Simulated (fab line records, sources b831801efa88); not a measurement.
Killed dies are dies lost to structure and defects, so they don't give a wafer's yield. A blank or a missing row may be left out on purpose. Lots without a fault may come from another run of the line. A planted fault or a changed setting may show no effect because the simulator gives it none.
fab line records | flow gf180mcu
record lots=13 wafers=39 last_day=34
route steps=602 shown NWELL@46 MVSD@76 V1@349 M2@363
lots that met no fault: from a run of the same line without faults
start_h: hours from the record's first day to the start of the lot's first wafer shown | wait_h: hours since the lot's step before | " the same as in the row above | L1.1+2: a row that stands for several wafers | - no value, or no start given | * or withheld: withheld | < > ~ a bound
route shown NAME@n: a module of which the file shows steps, and the number in the route of the first | usual: mean/standard deviation of fault-free wafers | same: alike in all rows | chamber/n: place in a boat | sites: the reading at each site | _std_site: their standard deviation | _edge_site: outer sites' mean less inner sites' | radius_mm: how far each site lies from the wafer's centre | mask NAME#n: copy n | behind: the tool/chamber that last shaped the wafer | hold: why the lot was held/for how many hours/how that ended | device: the transistor (n, p or np) that didn't switch | end of line: the same wafers' tests at the end of the route | a step without rows: its recipe alone | killed: dies lost to structure and defects at the first sort, not the wafer's yield | map: a wafer's dies, x killed, . not, _ none there
set.NAME: the setting as run; set.NAME@STEP: as run at that earlier step | model.NAME: the simulator's own value behind a step, which no gauge read
steps of the route over a sample of lots; a table a step, a row a wafer
services: from which hour (start_h, from the record's first day; less than 0 if before it) a tool's chamber was out of use, for how many hours, and why
## steps
# step GF_NWELL_EXPOSE_04
# recipe mask_id=Nwell target_cd_nm=860 na=0.6 source_shape=conventional sigma_outer=0.6 dose_mj=260
# usual reticle_temp_C=23.00/0.1
# columns lot.wafer tool chamber start_h wait_h mask reticle_temp_C
L767.4 iline_stepper-02 0 54.29 - Nwell#0 22.86
L767.5 " 0 " " Nwell#0 23.00
L767.6 " 0 " " Nwell#0 22.98
L770.1 iline_stepper-02 0 71.26 - Nwell#0 22.98
L770.4 " 0 " " Nwell#0 22.91
L770.5 " 0 " " Nwell#0 22.93
L771.2 iline_stepper-02 0 75.80 - Nwell#0 22.99
L771.4 " 0 " " Nwell#0 22.95
L771.6 " 0 " " Nwell#0 23.04
L772.1 iline_stepper-02 0 79.16 - DNWELL#0 22.94
L772.4 " 0 " " DNWELL#0 22.98
L772.6 " 0 " " DNWELL#0 22.95
L773.3 iline_stepper-02 0 88.79 - Nwell#0 23.12
L773.5 " 0 " " Nwell#0 23.01
L773.6 " 0 " " Nwell#0 23.08
L774.2 iline_stepper-02 0 93.42 - Nwell#0 23.20
L774.5 " 0 " " Nwell#0 23.12
L774.6 " 0 " " Nwell#0 23.06
L782.2 iline_stepper-02 0 135.80 - Nwell#0 22.92
L782.5 " 0 " " Nwell#0 22.89
L782.6 " 0 " " Nwell#0 22.92
L784.4 iline_stepper-02 0 146.56 - Nwell#0 23.01
L784.5 " 0 " " Nwell#0 23.10
L784.6 " 0 " " Nwell#0 23.11
L785.3 iline_stepper-02 0 155.02 - Nwell#0 22.86
L785.5 " 0 " " Nwell#0 22.77
L785.6 " 0 " " Nwell#0 23.12
L786.1 iline_stepper-01 0 156.22 - Nwell#0 22.85
L786.2 " 0 " " Nwell#0 22.98
L786.6 " 0 " " Nwell#0 23.04
L787.1 iline_stepper-01 0 160.73 - Nwell#0 23.11
L787.2 " 0 " " Nwell#0 22.96
L787.3 " 0 " " Nwell#0 23.00
L788.2 iline_stepper-02 0 168.05 - Nwell#0 23.03
L788.3 " 0 " " Nwell#0 23.11
L788.4 " 0 " " Nwell#0 23.16
L789.1 iline_stepper-02 0 172.73 - Nwell#0 23.04
L789.5 " 0 " " Nwell#0 23.13
L789.6 " 0 " " Nwell#0 22.86
# step GF_NWELL_OVL_MEAS_07
# usual NWELL_OVL=0.0/1.1
# columns lot.wafer tool chamber start_h wait_h NWELL_OVL[nm]
L767.4 overlay-01 - 60.67 - 2.3
L767.5 " - " " 0.9
L767.6 " - " " 1.4
L770.1 overlay-01 - 77.13 - 0.4
L770.4 " - " " 1.2
L770.5 " - " " -0.1
L771.2 overlay-02 - 81.90 - 1.7
L771.4 " - " " -0.3
L771.6 " - " " 0.1
L772.1 overlay-02 - 85.65 - -
L772.4 " - " " -
L772.6 " - " " -
L773.3 overlay-01 - 95.47 - 1.3
L773.5 " - " " -0.1
L773.6 " - " " 0.8
L774.2 overlay-01 - 100.15 - 0.8
L774.5 " - " " -0.4
L774.6 " - " " 0.8
L782.2 overlay-01 - 143.11 - 1.1
L782.5 " - " " 1.2
L782.6 " - " " 1.6
L784.4 overlay-01 - 154.27 - -0.8
L784.5 " - " " -1.0
L784.6 " - " " -0.1
L785.3 overlay-01 - 162.69 - 0.0
L785.5 " - " " 0.9
L785.6 " - " " 2.4
L786.1 overlay-02 - 163.50 - 1.2
L786.2 " - " " -0.5
L786.6 " - " " -0.1
L787.1 overlay-02 - 168.70 - -0.3
L787.2 " - " " -2.3
L787.3 " - " " -1.8
L788.2 overlay-01 - 176.04 - 0.7
L788.3 " - " " 1.2
L788.4 " - " " 0.2
L789.1 overlay-02 - 180.35 - -0.4
L789.5 " - " " -0.8
L789.6 " - " " -1.3
# step GF_NWELL_TW_MEAS_11
# usual NWELL_TW=1576/12
# columns lot.wafer tool chamber start_h wait_h NWELL_TW
L767.4 film_metro-03 - 61.23 0.2 1561
L767.5 " - " " 1558
L767.6 " - " " 1550
L770.1 film_metro-01 - 77.57 0.1 1575
L770.4 " - " " 1580
L770.5 " - " " 1576
L771.2 film_metro-03 - 82.34 0.1 1567
L771.4 " - " " 1565
L771.6 " - " " 1573
L772.1 film_metro-03 - 86.08 0.1 30
L772.4 " - " " 30
L772.6 " - " " 30
L773.3 film_metro-02 - 95.91 0.1 1564
L773.5 " - " " 1573
L773.6 " - " " 1567
L774.2 film_metro-02 - 100.59 0.1 1570
L774.5 " - " " 1568
L774.6 " - " " 1568
L782.2 film_metro-01 - 143.55 0.1 1579
L782.5 " - " " 1566
L782.6 " - " " 1568
L784.4 film_metro-01 - 154.71 0.1 1582
L784.5 " - " " 1578
L784.6 " - " " 1575
L785.3 film_metro-01 - 163.14 0.1 1574
L785.5 " - " " 1572
L785.6 " - " " 1583
L786.1 film_metro-03 - 163.93 0.1 1601
L786.2 " - " " 1596
L786.6 " - " " 1589
L787.1 film_metro-03 - 169.13 0.1 1607
L787.2 " - " " 1610
L787.3 " - " " 1599
L788.2 film_metro-01 - 176.48 0.1 1576
L788.3 " - " " 1580
L788.4 " - " " 1575
L789.1 film_metro-03 - 180.78 0.1 1598
L789.5 " - " " 1598
L789.6 " - " " 1609
# step GF_MVSD_STRIP_10
# recipe chemistry=O2/N2 power_w=1400 pressure_mtorr=1500 platen_temp_c=250 o2_flow_sccm=3000 n2_flow_sccm=300 overash_fraction=0.5
# usual drypump_motor_current_A=5.73/0.28 heater_power_w=349/23 oes_product_au=0.722/0.0041 strip_time_to_endpoint_s=36.97/0.11
# columns lot.wafer tool chamber start_h wait_h drypump_motor_current_A heater_power_w oes_product_au rf_hours_counter_h strip_time_to_endpoint_s
L767.4 plasma_asher-04 0 88.58 0.1 6.16 363 0.728 - 36.91
L767.5 " 0 " " 6.18 356 0.720 - 37.02
L767.6 " 1 " " 5.81 379 0.724 - 37.01
L770.1 plasma_asher-04 1 105.38 0.1 5.84 383 0.720 43 37.01
L770.4 " 1 " " 5.82 392 0.717 - 37.18
L770.5 " 0 " " 6.16 346 0.725 - 37.16
L771.2 plasma_asher-03 1 110.52 0.1 5.85 336 0.728 34 37.09
L771.4 " 1 " " 5.85 327 0.721 - 36.99
L771.6 " 0 " " 5.48 319 0.729 - 36.91
L772.1 plasma_asher-03 0 113.54 0.1 5.45 319 0.727 34 37.01
L772.4 " 1 " " 5.82 324 0.720 - 36.94
L772.6 " 1 " " 5.82 328 0.723 - 37.04
L773.3 plasma_asher-01 1 126.30 0.1 5.29 334 0.718 - 36.91
L773.5 " 1 " " 5.27 332 0.723 - 36.91
L773.6 " 0 " " 5.81 374 0.718 - 36.94
L774.2 plasma_asher-03 0 128.82 0.1 5.44 320 0.724 36 36.96
L774.5 " 0 " " 5.46 323 0.723 - 36.88
L774.6 " 1 " " 5.87 321 0.722 - 37.00
L782.2 plasma_asher-03 0 174.84 0.1 5.48 329 0.724 41 36.60
L782.5 " 1 " " 5.83 326 0.718 - 36.71
L782.6 " 0 " " 5.49 321 0.727 - 36.80
L784.4 plasma_asher-03 0 187.10 0.1 5.48 326 0.722 - 37.01
L784.5 " 1 " " 5.80 336 0.720 - 36.97
L784.6 " 0 " " 5.46 321 0.722 - 36.93
L785.3 plasma_asher-04 0 195.66 0.1 6.17 346 0.729 - 37.07
L785.5 " 0 " " 6.16 346 0.730 - 37.14
L785.6 " 1 " " 5.83 371 0.722 - 37.21
L786.1 plasma_asher-01 1 196.22 0.1 5.31 338 0.723 53 36.86
L786.2 " 0 " " 5.79 381 0.723 53 36.80
L786.6 " 1 " " 5.30 336 0.720 - 36.76
L787.1 plasma_asher-01 0 202.33 0.1 5.81 373 0.719 53 36.89
L787.2 " 1 " " 5.28 345 0.720 53 36.93
L787.3 " 0 " " 5.81 378 0.718 - 36.76
L788.2 plasma_asher-04 0 210.48 0.1 6.16 355 0.718 54 36.87
L788.3 " 1 " " 5.81 379 0.716 - 36.86
L788.4 " 0 " " 6.16 350 0.723 - 36.90
L789.1 plasma_asher-04 0 215.28 0.1 6.17 355 0.719 54 36.80
L789.5 " 0 " " 6.16 345 0.723 - 36.83
L789.6 " 1 " " 5.84 369 0.723 - 36.87
# step GF_V1_CD_MEAS_14
# recipe target_cd_nm=260
# usual cd_nm=259.9/1
# columns lot.wafer tool chamber start_h wait_h cd_nm
L767.4 cd_sem-01 - 418.90 0.1 260.7
L767.5 " - " " 259.8
L767.6 " - " " 261.1
L770.1 cd_sem-01 - 449.59 0.1 259.4
L770.4 " - " " 258.9
L770.5 " - " " 259.0
L771.2 cd_sem-02 - 455.96 0.1 259.1
L771.4 " - " " 259.0
L771.6 " - " " 259.5
L772.1 cd_sem-02 - 459.34 0.1 262.0
L772.4 " - " " 261.0
L772.6 " - " " 259.8
L773.3 cd_sem-01 - 481.74 0.1 261.2
L773.5 " - " " 261.3
L773.6 " - " " 261.4
L774.2 cd_sem-02 - 483.21 0.1 261.1
L774.5 " - " " 260.0
L774.6 " - " " 261.1
L782.2 cd_sem-02 - 551.11 0.1 259.5
L782.5 " - " " 261.0
L782.6 " - " " 260.6
L784.4 cd_sem-02 - 568.75 0.1 261.0
L784.5 " - " " 261.3
L784.6 " - " " 260.3
L785.3 cd_sem-01 - 574.62 0.1 258.8
L785.5 " - " " 259.8
L785.6 " - " " 259.6
L786.1 cd_sem-02 - 580.23 0.1 258.9
L786.2 " - " " 258.5
L786.6 " - " " 258.4
L787.1 cd_sem-01 - 589.93 0.1 258.3
L787.2 " - " " 259.8
L787.3 " - " " 256.7
L788.2 cd_sem-02 - 599.45 0.1 259.5
L788.3 " - " " 259.8
L788.4 " - " " 258.7
L789.1 cd_sem-01 - 605.85 0.1 260.2
L789.5 " - " " 261.7
L789.6 " - " " 260.4
# step GF_M2_SPUTTER_01
# recipe material=TiN target_thk_nm=30 power_w=6500 time_s=25 chamber_pressure_pa=0.4
# usual throttle_valve_pct=29.7/0.97
# columns lot.wafer tool chamber start_h wait_h throttle_valve_pct
L767.4 pvd_sputter-04 - 420.49 0.1 29.3
L767.5 " - " " 28.9
L767.6 " - " " 31.8
L770.1 pvd_sputter-02 - 451.20 0.1 29.7
L770.4 " - " " 29.5
L770.5 " - " " 29.9
L771.2 pvd_sputter-04 - 457.55 0.1 28.8
L771.4 " - " " 31.8
L771.6 " - " " 31.8
L772.1 pvd_sputter-01 - 461.30 0.1 28.8
L772.4 " - " " 30.0
L772.6 " - " " 28.3
L773.3 pvd_sputter-04 - 483.32 0.1 31.9
L773.5 " - " " 29.5
L773.6 " - " " 29.4
L774.2 pvd_sputter-01 - 484.88 0.1 29.8
L774.5 " - " " 29.7
L774.6 " - " " 28.4
L782.2 pvd_sputter-01 - 553.73 0.1 28.3
L782.5 " - " " 29.6
L782.6 " - " " 29.9
L784.4 pvd_sputter-04 - 570.39 0.1 32.0
L784.5 " - " " 29.2
L784.6 " - " " 28.6
L785.3 pvd_sputter-04 - 576.21 0.1 29.0
L785.5 " - " " 29.4
L785.6 " - " " 29.6
L786.1 pvd_sputter-02 - 581.98 0.1 29.9
L786.2 " - " " 31.1
L786.6 " - " " 31.4
L787.1 pvd_sputter-01 - 591.89 0.1 28.7
L787.2 " - " " 28.2
L787.3 " - " " 29.7
L788.2 pvd_sputter-04 - 601.04 0.1 28.5
L788.3 " - " " 29.4
L788.4 " - " " 29.3
L789.1 pvd_sputter-02 - 607.50 0.1 29.5
L789.5 " - " " 29.7
L789.6 " - " " 29.6
## services
# columns tool chamber start_h hours kind
pvd_sputter-01 - 59.77 2.4 repair
plasma_asher-04 - 67.40 14.6 pm
pvd_sputter-01 - 70.68 0.7 repair
plasma_asher-01 - 78.91 3.9 repair
plasma_asher-01 - 96.67 2.3 repair
iline_stepper-02 - 102.14 4.4 pm
iline_stepper-02 - 140.36 1.7 repair
iline_stepper-02 - 144.37 1.7 pm
plasma_asher-03 - 163.02 3.9 repair
plasma_asher-03 - 180.40 1.0 repair
pvd_sputter-02 - 212.57 2.2 repair
pvd_sputter-02 - 233.63 1.5 repair
pvd_sputter-01 - 310.48 1.2 repair
iline_stepper-02 - 362.56 1.7 pm
pvd_sputter-04 - 381.56 6.6 repair
pvd_sputter-04 - 398.23 2.0 repair
iline_stepper-02 - 409.15 1.3 repair
plasma_asher-04 - 421.25 9.0 pm
pvd_sputter-04 - 430.73 1.4 repair
pvd_sputter-01 - 486.16 3.1 repair
plasma_asher-03 - 517.88 13.3 repair
plasma_asher-04 - 576.93 1.4 repair
iline_stepper-02 - 580.73 1.7 pm
iline_stepper-02 - 603.99 2.1 pm
## key
first_sign step=GF_NWELL_EXPOSE_04 reading=mask direction=changed
effect step=GF_NWELL_OVL_MEAS_07 reading=NWELL_OVL direction=missing
effect step=GF_NWELL_TW_MEAS_11 reading=NWELL_TW direction=down sigmas=99+ usual=1576 struck=30
met_at GF_NWELL_EXPOSE_04
struck_lots L772
sort_left_out L772.1,L772.4,L772.6
tester_left_out L772
not_acting_at GF_MVSD_STRIP_10,GF_V1_CD_MEAS_14,GF_M2_SPUTTER_01
onset_between 75.80 79.16
fault kind=wrong_mask tool=any chamber=- onset_h=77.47 steps=GF_NWELL_EXPOSE_04 aux_copy=DNWELL#0 scope=struck_lots_only
# tester_left_out: of these lots the tester's yield and bins aren't shown, on N5 and GAA mostly nor the transistor test; their killed dies are dies lost to structure and defects alone, not to doping, threshold or leakage, so they don't give the yield
# sort_left_out: the simulated sort isn't trusted on such a fault, so these wafers' sort isn't shown, and their yield isn't known
